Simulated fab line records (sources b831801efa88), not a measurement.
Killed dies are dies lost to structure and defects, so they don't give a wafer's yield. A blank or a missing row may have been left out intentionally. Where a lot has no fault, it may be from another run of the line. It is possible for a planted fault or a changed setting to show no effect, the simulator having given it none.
Problem report in the 8D (eight disciplines) form, filled by code / flow gf180mcu / the parts of the form that need people (team, actions taken, sign-off) are left out

== 1. THE PROBLEM ==
At GF_M1_SOFTBAKE_10, run_length_s averages 104.21 s over 3 wafers from 2 lots, while fault-free wafers read 89.10 s, standard deviation 0.13. So: +99 or more standard deviations from the usual mean.
The step: time 60 s.
Earliest sighting: wafer L448.1 on litho_track-04 at day 21 03:12. Wafers with a number at this step in the record: 39, from 13 lots. The rule behind "out" and "out of limits": a value lying over 4 standard deviations away from the usual mean. All remaining wafers that have a number are taken as sound.

== 2. WHAT IT IS AND WHAT IT IS NOT ==
question=which readings at this step | is=run_length_s | is not=-
question=which lots | is=L448, L449 | is not=L436, L437, L438, L439, L445, L450, L452, L454, L456, L457, L458
question=which wafers of those lots | is=L448.1, L449.1, L449.6 | is not=L448.2, L448.4, L449.2
question=read on which tools | is=litho_track-04 | is not=litho_track-01, litho_track-03
question=when | is=from day 21 03:12 | is not=up to then (17 sound wafers); but 19 sound wafers of L449, L450, L452, L454, L456, L457, L458 came after

== 3. THE SUSPECTS, EACH WITH WHAT RULES IT OUT ==
Counting: if a tool at a process step up to the reading ran every lot that is out, it stays a suspect. Sound lots after the first of them don't rule it out here, since some wafers of a struck lot are sound.
- litho_track-04 at GF_M1_SOFTBAKE_10 (time 60 s): kept. Every lot that is out went through it, the first being L448 (day 21 03:12); the last sound lot it ran before that was L445 (day 20 00:54). Out on those wafers are its own readings of run_length_s.
After counting, what remains is litho_track-04 at GF_M1_SOFTBAKE_10.

== 4. THE CAUSE (what the simulator had put in) ==
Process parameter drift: litho_track-04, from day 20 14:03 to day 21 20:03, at GF_M1_SOFTBAKE_10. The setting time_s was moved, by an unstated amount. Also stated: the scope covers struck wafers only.
The count eliminated every tool but this one.

== 5. THE EFFECT CHAIN, in route order ==
Each row: a reading whose mean over the struck wafers that have a number lies more than 3 standard deviations from the usual. Scope: only readings with a usual standard deviation given in the record; hours: median across lots of the time from each lot's start at the first step in this table that gives one to its start at this step; sigmas: change in usual standard deviations.
hours=0; step=GF_M1_SOFTBAKE_10; reading=run_length_s; usual=89.10 s; on struck wafers=104.21; change=+15.11; sigmas=+99 or more
Process steps it contains:
- GF_M1_SOFTBAKE_10: time 60 s.

== 6. HOW IT WOULD HAVE BEEN CAUGHT EARLIER ==
First out-of-limits reading in this record: day 21 03:12, which is 13 hours after fault onset at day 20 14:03.
